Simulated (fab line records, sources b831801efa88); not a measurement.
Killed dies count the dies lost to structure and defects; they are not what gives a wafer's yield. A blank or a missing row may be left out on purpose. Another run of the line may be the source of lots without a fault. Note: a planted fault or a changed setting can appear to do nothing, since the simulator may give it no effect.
Which tool did it? / flow gf180mcu / 24 wafers from 8 lots sampled at 2 of the route's 602 steps

WHAT THE GAUGES SHOWED, per wafer
GF_DNWELL_TW_MEAS_09.
lot=L290; measured=day 2 19:02; on=film-metro-03; DNWELL_TW=1374 1378 1378
lot=L291; measured=day 3 01:23; on=film-metro-03; DNWELL_TW=1360 1365 1371
lot=L292; measured=day 3 07:13; on=film-metro-01; DNWELL_TW=1330 1334 1331
lot=L293; measured=day 3 11:35; on=film-metro-03; DNWELL_TW=1365 1366 1365
lot=L295; measured=day 3 22:39; on=film-metro-01; DNWELL_TW=2509 2503 2506
lot=L296; measured=day 4 03:14; on=film-metro-02; DNWELL_TW=2518 2537 2514
lot=L297; measured=day 4 07:20; on=film-metro-01; DNWELL_TW=2498 2512 2519
lot=L298; measured=day 4 12:39; on=film-metro-02; DNWELL_TW=2515 2513 2503

EACH LOT AND THE TOOL THAT RAN IT (in order: tool; ch and the chambers of the sampled wafers; start)
lot=L290; GF_DNWELL_IMPLANT_07=implanter-03 ch 0, day 2 18:47
lot=L291; GF_DNWELL_IMPLANT_07=implanter-03 ch 0, day 3 01:08
lot=L292; GF_DNWELL_IMPLANT_07=implanter-03 ch 0, day 3 06:58
lot=L293; GF_DNWELL_IMPLANT_07=implanter-02 ch 0, day 3 11:21
lot=L295; GF_DNWELL_IMPLANT_07=implanter-02 ch 0, day 3 22:26
lot=L296; GF_DNWELL_IMPLANT_07=implanter-02 ch 0, day 4 02:59
lot=L297; GF_DNWELL_IMPLANT_07=implanter-03 ch 0, day 4 07:05
lot=L298; GF_DNWELL_IMPLANT_07=implanter-03 ch 0, day 4 12:25
- GF_DNWELL_IMPLANT_07

THE ANSWER, worked out from the rows above alone
Rule: the usual values come from the lots themselves. Put in order of their means at a reading, lots are off if they are a third of the lots or fewer, leave a main group of 4 or more, and stand apart from it by a gap of 3 or more times the standard deviation of the main group's means; of several such gaps the widest counts. Not used: any main group whose means are identical at the precision the tables above print for the reading. A lot without any number at a reading at which 4 lots or more have one is off too. The other lots that the step has rows for count as sound.
No lot is off at any reading shown: from this, nothing can be told.

WHAT THE SIMULATOR PUT IN
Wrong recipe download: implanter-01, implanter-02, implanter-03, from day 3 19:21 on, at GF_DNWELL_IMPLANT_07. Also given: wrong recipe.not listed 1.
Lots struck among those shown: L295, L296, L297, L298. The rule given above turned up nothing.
